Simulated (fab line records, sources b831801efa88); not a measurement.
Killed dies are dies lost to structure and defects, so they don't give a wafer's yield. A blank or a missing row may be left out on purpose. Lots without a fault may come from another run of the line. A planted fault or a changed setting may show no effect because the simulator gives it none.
Chamber matching | flow gf180mcu | GF_V5_CVD_02 on pecvd-02: 3 sister chambers
The step deposits SiO2 from TEOS, target thk 1450 nm, time 163.28 s. 27 wafers are shown with their chamber, then 12 later ones without.

WAFERS WITH THEIR CHAMBER
wafer  | chamber | heater_power_w (W)
L075.1 | 2       | 630
L075.2 | 1       | 685
L075.3 | 0       | 785
L076.2 | 0       | 699
L076.3 | 0       | 745
L076.6 | 0       | 628
L084.2 | 2       | 565
L084.4 | 1       | 581
L084.6 | 2       | 622
L087.2 | 2       | 641
L087.4 | 0       | 732
L087.6 | 1       | 716
L088.2 | 2       | 606
L088.4 | 2       | 493
L088.5 | 0       | 746
L089.1 | 1       | 634
L089.2 | 2       | 562
L089.5 | 1       | 701
L090.1 | 2       | 606
L090.2 | 0       | 764
L090.3 | 1       | 638
L090.4 | 1       | 724
L090.5 | 0       | 633
L090.6 | 2       | 478
L092.1 | 0       | 744
L092.2 | 1       | 598
L092.3 | 2       | 595

SIGNATURES (means of the wafers above)
reading        | chamber 0 | chamber 1 | chamber 2 | scatter within a chamber
heater_power_w | 719.56    | 659.62    | 579.80    | 55.3
Rule: a wafer's distance from a chamber is the root of the sum, over the readings, of the square of ((its reading less the chamber's mean) divided by the reading's scatter). The wafer belongs to the nearest chamber; if the next one is less than 2 further off, it can't be placed. The scatter: the root of (the sum of the squares of (reading less its chamber's mean) over the shown wafers, divided by (wafers less chambers)).

WAFERS WITHOUT THEIR CHAMBER
wafer  | heater_power_w (W)
L092.4 | 491
L092.5 | 688
L092.6 | 618
L093.1 | 683
L093.3 | 548
L093.5 | 612
L094.2 | 773
L094.4 | 611
L094.5 | 684
L097.1 | 644
L097.3 | 702
L097.4 | 492

WHICH CHAMBER EACH WENT THROUGH
wafer  | from the rows above          | in truth
L092.4 | can't be placed: 2 or 1      | 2
L092.5 | can't be placed: 1 or 0 or 2 | 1
L092.6 | can't be placed: 2 or 1 or 0 | 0
L093.1 | can't be placed: 1 or 0 or 2 | 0
L093.3 | can't be placed: 2 or 1      | 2
L093.5 | can't be placed: 2 or 1 or 0 | 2
L094.2 | can't be placed: 0 or 1      | 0
L094.4 | can't be placed: 2 or 1 or 0 | 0
L094.5 | can't be placed: 1 or 0 or 2 | 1
L097.1 | can't be placed: 1 or 2 or 0 | 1
L097.3 | can't be placed: 0 or 1 or 2 | 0
L097.4 | can't be placed: 2 or 1      | 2
Placed correctly: 0 of 12. Can't be placed from these rows: 12 (the true chamber is among the candidates in 12). Placed wrongly: 0.
